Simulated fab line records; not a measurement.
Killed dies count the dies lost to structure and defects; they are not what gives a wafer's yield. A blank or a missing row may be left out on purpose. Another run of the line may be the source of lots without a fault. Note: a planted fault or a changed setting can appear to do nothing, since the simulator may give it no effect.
The tool behind it: which one? | flow gf180mcu | 72 wafers from 24 lots sampled at 3 of the route's 602 steps

## WHAT EACH GAUGE READ, for each wafer
GF_V1_RS_MEAS_24: uses a four-point probe to measure.
lot  | measured     | on            | V1_W_RS (ohm/sq)
L074 | day 18 10:13 | film-metro-01 | 0.330 0.327 0.328
L075 | day 18 13:58 | film-metro-04 | 0.330 0.321 0.328
L076 | day 19 02:47 | film-metro-04 | 0.324 0.331 0.322
L077 | day 19 07:44 | film-metro-01 | 0.322 0.328 0.321
L078 | day 19 16:04 | film-metro-04 | 0.337 0.333 0.335
L079 | day 20 02:26 | film-metro-02 | 0.326 0.329 0.325
L080 | day 20 11:37 | film-metro-02 | 0.326 0.329 0.325
L081 | day 21 01:49 | film-metro-01 | 0.332 0.330 0.330
L082 | day 21 13:17 | film-metro-02 | 0.327 0.329 0.328
L083 | day 21 18:35 | film-metro-02 | 0.326 0.328 0.328
L084 | day 22 00:44 | film-metro-04 | 0.323 0.325 0.323
L085 | day 22 11:58 | film-metro-04 | 0.328 0.331 0.329
L086 | day 22 20:48 | film-metro-04 | 0.330 0.330 0.327
L087 | day 23 01:09 | film-metro-04 | 0.333 0.333 0.329
L088 | day 23 14:31 | film-metro-02 | 0.333 0.331 0.334
L089 | day 23 21:27 | film-metro-02 | 0.331 0.328 0.334
L090 | day 24 07:05 | film-metro-02 | 0.329 0.331 0.326
L091 | day 24 11:10 | film-metro-01 | 0.328 0.324 0.330
L092 | day 24 17:32 | film-metro-02 | 0.332 0.329 0.329
L093 | day 24 22:32 | film-metro-01 | 0.327 0.328 0.327
L094 | day 25 08:11 | film-metro-02 | 0.328 0.325 0.326
L095 | day 25 13:39 | film-metro-01 | 0.325 0.330 0.326
L096 | day 25 23:22 | film-metro-01 | 0.321 0.325 0.322
L097 | day 26 04:04 | film-metro-02 | 0.326 0.323 0.324

GF_V2_OVL_MEAS_15.
lot  | measured     | on         | V2_OVL (nm)
L074 | day 20 13:02 | overlay-02 | -6 -4 0
L075 | day 20 16:31 | overlay-02 | 0 -9 5
L076 | day 21 05:19 | overlay-02 | -3 3 -8
L077 | day 21 10:52 | overlay-01 | 3 2 10
L078 | day 21 18:02 | overlay-02 | -2 -9 -6
L079 | day 22 04:31 | overlay-01 | 5 4 4
L080 | day 22 14:23 | overlay-01 | 0 5 -6
L081 | day 23 02:56 | overlay-02 | 2 -7 1
L082 | day 23 14:40 | overlay-02 | 1 -5 -3
L083 | day 23 17:47 | overlay-02 | -5 -2 -9
L084 | day 24 01:11 | overlay-01 | -3 -4 -9
L085 | day 24 11:58 | overlay-01 | 2 3 -7
L086 | day 24 20:46 | overlay-01 | 5 -5 7
L087 | day 25 00:10 | overlay-02 | -11 -9 -3
L088 | day 25 12:17 | overlay-01 | 7 2 2
L089 | day 25 18:26 | overlay-01 | -15 -8 -6
L090 | day 26 04:14 | overlay-01 | 5 -2 -2
L091 | day 26 07:05 | overlay-01 | 4 12 4
L092 | day 26 14:35 | overlay-01 | 10 5 -4
L093 | day 26 18:37 | overlay-01 | 6 -3 5
L094 | day 27 03:46 | overlay-01 | -10 0 -4
L095 | day 27 09:49 | overlay-01 | 2 -5 6
L096 | day 27 19:05 | overlay-02 | -16 -13 -12
L097 | day 27 22:25 | overlay-01 | -4 -7 -2

## TOOL THAT RAN EACH LOT (tool first, then ch and the chambers of the sampled wafers, then the start)
lot  | GF_V1_CVD_23
L074 | cvd-w-02 ch 0,1, day 18 10:07
L075 | cvd-w-01 ch 0,1, day 18 13:51
L076 | cvd-w-01 ch 0,1, day 19 02:40
L077 | cvd-w-01 ch 0,1, day 19 07:37
L078 | cvd-w-02 ch 0,1, day 19 15:56
L079 | cvd-w-01 ch 0,1, day 20 02:20
L080 | cvd-w-02 ch 0,1, day 20 11:29
L081 | cvd-w-01 ch 0,1, day 21 01:41
L082 | cvd-w-01 ch 0,1, day 21 13:10
L083 | cvd-w-01 ch 0,1, day 21 18:27
L084 | cvd-w-01 ch 0,1, day 22 00:37
L085 | cvd-w-02 ch 0,1, day 22 11:51
L086 | cvd-w-02 ch 0,1, day 22 20:41
L087 | cvd-w-01 ch 0,1, day 23 01:02
L088 | cvd-w-02 ch 0,1, day 23 14:23
L089 | cvd-w-01 ch 0,1, day 23 21:20
L090 | cvd-w-01 ch 0, day 24 06:57
L091 | cvd-w-01 ch 0,1, day 24 11:04
L092 | cvd-w-01 ch 0,1, day 24 17:25
L093 | cvd-w-02 ch 0,1, day 24 22:25
L094 | cvd-w-02 ch 0,1, day 25 08:04
L095 | cvd-w-02 ch 0,1, day 25 13:32
L096 | cvd-w-01 ch 0,1, day 25 23:14
L097 | cvd-w-01 ch 0,1, day 26 03:58
- GF_V1_CVD_23: deposits W, target thk 350 nm, time 105.05 s.

## WHAT THE TOOLS THEMSELVES READ (means of the sampled wafers that have a number; where no wafer has one, the mark that the record gives instead)
GF_V1_CVD_23.
lot  | tool     | chamber-pressure-Torr (Torr) | heater-power-w (W)
L074 | cvd-w-02 | 40.02                        | 817
L075 | cvd-w-01 | 39.98                        | 818
L076 | cvd-w-01 | 39.98                        | 895
L077 | cvd-w-01 | 40.02                        | 820
L078 | cvd-w-02 | 40.06                        | 933
L079 | cvd-w-01 | 40.05                        | 835
L080 | cvd-w-02 | 39.96                        | 831
L081 | cvd-w-01 | 39.92                        | 889
L082 | cvd-w-01 | 39.97                        | 888
L083 | cvd-w-01 | 39.99                        | 822
L084 | cvd-w-01 | 39.97                        | 836
L085 | cvd-w-02 | 40.09                        | 829
L086 | cvd-w-02 | 40.01                        | 947
L087 | cvd-w-01 | 40.08                        | 825
L088 | cvd-w-02 | 40.13                        | 837
L089 | cvd-w-01 | 40.00                        | 829
L090 | cvd-w-01 | 40.09                        | 949
L091 | cvd-w-01 | 39.94                        | 888
L092 | cvd-w-01 | 40.05                        | 888
L093 | cvd-w-02 | 40.00                        | 826
L094 | cvd-w-02 | 39.96                        | 950
L095 | cvd-w-02 | 40.01                        | 952
L096 | cvd-w-01 | 39.99                        | 825
L097 | cvd-w-01 | 40.11                        | 901

## THE ANSWER, worked out from the rows above alone
Rule: the lots themselves supply what counts as usual. The widest of any qualifying gaps counts: lots, ordered by their means at a reading, are off when they make up no more than a third of the lots, leave a main group of 4 or more, and stand apart from it by 3 or more times the standard deviation of that group's means. If all means in a main group match to the digits the tables above print for the reading, that group is not used. Also off: a lot with no number at a reading for which 4 or more lots have one. All remaining lots with rows at the step are treated as sound. Order of review: gauges by route order, followed by the tools' own readings, for which a lot's mean as printed above is used. At the first step where some lot is off, the reading lying furthest off is the one used; lots without a number count as furthest.
None of the lots is off at any reading shown; this tells nothing.

## WHAT THE SIMULATOR PUT IN
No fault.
